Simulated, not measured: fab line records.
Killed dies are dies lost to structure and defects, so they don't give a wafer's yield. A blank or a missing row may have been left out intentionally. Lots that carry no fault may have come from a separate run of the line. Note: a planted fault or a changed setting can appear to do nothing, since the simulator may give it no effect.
8D (eight disciplines) problem report, filled in by code || flow gf180mcu || the parts of the form that need people (team, actions taken, sign-off) are left out

1. WHAT WENT WRONG
Across 3 wafers from 2 lots, M4_ALCU_RS at GF_M4_RS_MEAS_05 averages 0.0590 ohm/sq, while fault-free wafers read 0.0696 ohm/sq with a standard deviation of 0.0011. That is -9.6 standard deviations from the usual mean.
The step: measures by four-point-probe.
Seen first at day 28 22:56 on film metro-04, wafer L172.4. At this step, 36 wafers from 12 lots have a number in the record. Rule for "out", or "out of limits": more than 4 standard deviations from the usual mean. All remaining wafers that have a number are taken as sound.

2. WHAT THIS IS AND IS NOT
{"question": "which readings at this step", "is": "M4_ALCU_RS", "is not": "-"}
{"question": "which lots", "is": "L172, L173", "is not": "L155, L156, L158, L160, L163, L164, L165, L168, L171, L174"}
{"question": "which wafers of those lots", "is": "L172.4, L172.6, L173.4", "is not": "L172.1, L173.1, L173.5"}
{"question": "read on which gauges", "is": "film metro-02, film metro-04", "is not": "film metro-01"}
{"question": "when", "is": "from day 28 22:56", "is not": "up to then (28 sound wafers); but 5 sound wafers of L173, L174 came after"}

3. WHAT RULES OUT EACH SUSPECT
Counting: any tool at a process step up to the reading remains a suspect provided it ran every lot that is out. Sound lots after the first of them don't rule it out here, since some wafers of a struck lot are sound.
- ruled out: the gauge at GF_M4_RS_MEAS_05. Those wafers that are out were read across 2 gauges (film metro-02, film metro-04).
- pvd sputter-01 at GF_M4_SPUTTER_02 (material AlCu, target thk 450 nm, time 23.9 s): kept. Every lot that is out went through it, the first being L172 (day 28 22:51); the last sound lot it ran before that was L165 (day 27 02:29).
After counting, what remains is pvd sputter-01 at GF_M4_SPUTTER_02.

4. THE CAUSE (what the simulator had put in)
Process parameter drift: pvd sputter-01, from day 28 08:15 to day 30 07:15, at GF_M4_SPUTTER_02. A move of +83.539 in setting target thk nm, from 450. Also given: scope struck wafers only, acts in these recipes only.
Counting left only this tool.

5. SEQUENCE OF EFFECTS, ordered by route
Each row: a reading where the mean over the struck wafers with a number is more than 3 standard deviations away from the usual. Scope: only readings with a usual standard deviation given in the record; hours: median across lots of the time from each lot's start at the first step in this table that gives one to its start at this step; sigmas: change in usual standard deviations.
{"hours": 0, "step": "GF_M4_RS_MEAS_05", "reading": "M4_ALCU_RS", "usual": "0.0696 ohm/sq", "on struck wafers": 0.0590, "change": -0.0106, "sigmas": -9.6}
{"hours": 0, "step": "GF_M4_THK_MEAS_06", "reading": "M4_ALCU_THK", "usual": "452 nm", "on struck wafers": 530, "change": "+78", "sigmas": "+9.3"}
Later measuring or inspecting steps at which every struck wafer that the step has a row for has a number for every such reading, and none has moved that far: GF_M4_OVL_MEAS_15.

6. WHAT WOULD HAVE CAUGHT IT SOONER
15 hours passed between the start of the fault at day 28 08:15 and the first reading out of limits at a measuring or inspecting step in this record, taken at day 28 22:56.
An alarm limit of 4 standard deviations would not have fired on the tool readings at GF_M4_SPUTTER_02 for which the record gives a usual standard deviation, since none of them was out on any struck wafer.
L173, from the lots that are out (2), started GF_M4_SPUTTER_02 on pvd sputter-01 later than day 28 22:56. A tool hold placed at that time would have kept it from harm.
